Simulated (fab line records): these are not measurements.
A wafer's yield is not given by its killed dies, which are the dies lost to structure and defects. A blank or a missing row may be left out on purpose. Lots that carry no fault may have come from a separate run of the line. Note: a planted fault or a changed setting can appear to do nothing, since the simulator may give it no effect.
Matching of chambers | flow gf180mcu | 3 sister chambers for GF_M5_ETCH_09 on rie-diel-04
The step etches Si3N4 in CF4/O2, target depth 52 nm, time 11.6 s. 16 wafers are shown with their chamber, then 5 later ones without.

WAFERS WITH THEIR CHAMBER
wafer  | chamber | drypump-motor-current-A (A) | oes-product-au (a.u.) | throttle-valve-pct (%)
L074.1 | 3       | 5.7                         | 1.029                 | 5.974
L074.3 | 2       | 6.0                         | 1.003                 | 5.977
L074.4 | 2       | 6.0                         | 1.008                 | 5.964
L081.1 | 2       | 5.9                         | 1.011                 | 5.951
L081.2 | 1       | 5.5                         | 1.007                 | 5.978
L081.3 | 3       | 5.6                         | 1.018                 | 5.967
L082.3 | 1       | 5.5                         | 1.007                 | 5.971
L082.4 | 3       | 5.7                         | 1.019                 | 5.976
L082.5 | 2       | 5.9                         | 1.006                 | 5.980
L084.1 | 3       | 5.7                         | 1.013                 | 5.983
L084.3 | 1       | 5.5                         | 1.012                 | 5.983
L084.4 | 2       | 5.9                         | 1.004                 | 5.963
L087.1 | 3       | 5.6                         | 1.033                 | 5.981
L087.5 | 3       | 5.7                         | 1.025                 | 5.975
L087.6 | 2       | 5.9                         | 1.012                 | 5.988
L088.3 | 3       | 5.6                         | 1.037                 | 5.988

SIGNATURES (means of the wafers above)
reading                 | chamber 1 | chamber 2 | chamber 3 | scatter within a chamber
drypump-motor-current-A | 5.500     | 5.933     | 5.657     | 0.0484
oes-product-au          | 1.00867   | 1.00733   | 1.02486   | 0.00643
throttle-valve-pct      | 5.97733   | 5.97050   | 5.97771   | 0.0099
Rule: distance of a wafer from a chamber = root of the sum over the readings of ((wafer's reading minus chamber's mean) / reading's scatter) squared. If the next closest chamber is less than 2 further off than the closest, the wafer can't be placed; otherwise it belongs to the closest. The scatter is the square root of a quotient: the sum, over the shown wafers, of each reading's squared deviation from its chamber's mean, divided by wafers minus chambers.

WAFERS WHOSE CHAMBER IS MISSING
wafer  | drypump-motor-current-A (A) | oes-product-au (a.u.) | throttle-valve-pct (%)
L088.6 | 5.5                         | 1.016                 | 5.973
L090.1 | 6.0                         | 1.007                 | 5.986
L090.2 | 5.5                         | 1.005                 | 5.979
L091.2 | 5.9                         | 1.014                 | 5.964
L091.5 | 5.9                         | 1.009                 | 5.978

EACH ONE'S CHAMBER
wafer  | from the rows above | in truth
L088.6 | 1                   | 1
L090.1 | 2                   | 2
L090.2 | 1                   | 1
L091.2 | 2                   | 2
L091.5 | 2                   | 2
Placed correctly: 5 of 5. Can't be placed from these rows: 0. Wrongly placed: 0.
